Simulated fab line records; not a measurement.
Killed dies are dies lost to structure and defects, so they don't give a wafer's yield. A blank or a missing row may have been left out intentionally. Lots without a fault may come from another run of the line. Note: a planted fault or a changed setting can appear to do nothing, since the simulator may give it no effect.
Problem report, 8D (eight disciplines) form, completed by code || flow gf180mcu || the parts of the form that need people (team, actions taken, sign-off) are left out

1. WHAT WENT WRONG
Across 9 wafers from 3 lots, NWELL_RS at GF_VT_IMPLANT_RS_MEAS_47 averages 495.6 ohm/sq, while fault-free wafers read 487.6 ohm/sq with a standard deviation of 1.3. That puts it +6.1 standard deviations away from the usual mean.
The step: measures by four-point-probe.
First seen on wafer L503.1, day 11 12:31, on filmMetro-01. The record has a number at this step for 39 wafers belonging to 13 lots. Rule for "out", or "out of limits": more than 4 standard deviations from the usual mean. The other wafers with a number count as sound.

2. WHAT IT IS, WHAT IT ISN'T
{"question": "which readings at this step", "is": "NWELL_RS", "is not": "-"}
{"question": "which lots", "is": "L503, L504, L505", "is not": "L489, L491, L493, L494, L495, L497, L498, L499, L501, L511"}
{"question": "which wafers of those lots", "is": "all that have a number", "is not": "-"}
{"question": "read on which gauges", "is": "filmMetro-01, filmMetro-03", "is not": "filmMetro-04"}
{"question": "when", "is": "from day 11 12:31", "is not": "up to then (27 sound wafers); but 3 sound wafers of L511 came after"}

3. SUSPECTS, AND WHAT RULES EACH OUT
Counting: a tool stays on the suspect list if, at a process step up to the reading, it processed all lots that are out and no sound lot following the first of them.
- ruled out: the gauge at GF_VT_IMPLANT_RS_MEAS_47. 2 gauges (filmMetro-01, filmMetro-03) read the wafers that are out.
- implanter-02 at GF_NWELL_IMPLANT_09: kept. Every lot that is out went through it, starting with L503 (day 6 12:35), and after that it ran no sound lot; the last sound lot it ran before then is L501 (day 6 01:47).
The count leaves implanter-02 at GF_NWELL_IMPLANT_09.

4. THE CAUSE (what the simulator had put in)
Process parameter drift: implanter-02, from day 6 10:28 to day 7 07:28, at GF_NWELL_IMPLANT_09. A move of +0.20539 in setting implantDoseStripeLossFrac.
Only this tool survived the counting.

5. THE CHAIN OF EFFECTS, in route order
Rows list readings where the struck wafers' mean (over those with a number) sits beyond 3 standard deviations from the usual. Only readings whose record carries a usual standard deviation are examined. hours: median over the lots of the time between each lot's start at the first step of this table that gives one and its start at this step. sigmas: the change, counted in usual standard deviations.
{"hours": 0, "step": "GF_VT_IMPLANT_RS_MEAS_47", "reading": "NWELL_RS", "usual": "487.6 ohm/sq", "on struck wafers": 495.6, "change": "+8.0", "sigmas": "+6.1"}
At these later measuring or inspecting steps, every struck wafer for which the step has a row has a number for every such reading, and none has moved that far: GF_M3_RS_MEAS_05, GF_M3_THK_MEAS_06.

6. WHAT WOULD HAVE CAUGHT IT SOONER
The first out-of-limits reading at a measuring or inspecting step in this record came at day 11 12:31, 122 hours after the fault's start at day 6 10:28.
An alarm limit of 4 standard deviations would not have fired on the tool readings at GF_NWELL_IMPLANT_09 for which the record gives a usual standard deviation, since none of them was out on any struck wafer.
Each of the lots that are out, 3 in all, had begun GF_NWELL_IMPLANT_09 on implanter-02 no later than day 11 12:31. A hold on the tool at that time would have spared none of them.
